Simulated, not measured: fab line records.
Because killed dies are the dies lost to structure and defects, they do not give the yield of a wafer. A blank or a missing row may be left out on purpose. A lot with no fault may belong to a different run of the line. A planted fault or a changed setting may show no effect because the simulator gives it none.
Which tool is to blame? | flow sky130 | 6 lots with 17 wafers sampled at 3 steps, on a route of 708 steps

WHAT THE GAUGES SHOWED, per wafer
SKY_SD_N_RS_MEAS_16: uses a four-point probe to measure.
lot  | measured     | on            | SD_N_RS (ohm/sq)
L588 | day 28 09:25 | film metro-03 | 68.85 68.82 68.69
L590 | day 29 14:25 | film metro-02 | 68.54 68.64 68.69
L596 | day 31 19:36 | film metro-02 | 68.58 68.41 68.68
L598 | day 32 11:07 | film metro-01 | 68.35 68.50 68.52
L606 | day 34 15:34 | film metro-02 | 67.62 67.69
L609 | day 35 15:46 | film metro-03 | 68.78 68.90 68.71

EACH LOT AND THE TOOL THAT RAN IT (in order: tool; ch and the chambers of the sampled wafers; start)
lot  | SKY_LDD_HVP_STRIP_09                 | SKY_SD_N_RTA_14
L588 | plasma asher-03 ch 0,1, day 21 22:56 | rtp anneal-01 ch 0, day 28 09:12
L590 | plasma asher-01 ch 0,1, day 23 05:07 | rtp anneal-01 ch 0, day 29 14:14
L596 | plasma asher-03 ch 1, day 25 12:38   | rtp anneal-01 ch 0, day 31 19:26
L598 | plasma asher-01 ch 0,1, day 26 05:46 | rtp anneal-01 ch 0, day 32 10:56
L606 | plasma asher-02 ch 0,1, day 28 16:02 | rtp anneal-01 ch 0, day 34 15:22
L609 | plasma asher-01 ch 0,1, day 29 18:02 | rtp anneal-02 ch 0, day 35 15:35
- SKY_LDD_HVP_STRIP_09: strips in O2/N2.
- SKY_SD_N_RTA_14: time 2 s.

THE ANSWER, worked out from the rows above alone
Rule: the usual values come from the lots themselves. Put in order of their means at a reading, lots are off if they are a third of the lots or fewer, leave a main group of 4 or more, and stand apart from it by a gap of 3 or more times the standard deviation of the main group's means; of several such gaps the widest counts. If all means in a main group match to the digits the tables above print for the reading, that group is not used. A lot without any number at a reading at which 4 lots or more have one is off too. All remaining lots with rows at the step are treated as sound.
Off: at SKY_SD_N_RS_MEAS_16 (SD_N_RS), L606. The main group: mean 68.64 ohm/sq, standard deviation 0.13.
If a tool, at a process step before that reading, ran all the lots that are off and no sound lot after the first of them, it fits. Gauges at SKY_SD_N_RS_MEAS_16: tried the same way as those tools. Can't be told from this: 3 tools fit, plasma asher-02 at SKY_LDD_HVP_STRIP_09, rtp anneal-01 at SKY_SD_N_RTA_14, film metro-02 at SKY_SD_N_RS_MEAS_16.

WHAT THE SIMULATOR HAD INSERTED
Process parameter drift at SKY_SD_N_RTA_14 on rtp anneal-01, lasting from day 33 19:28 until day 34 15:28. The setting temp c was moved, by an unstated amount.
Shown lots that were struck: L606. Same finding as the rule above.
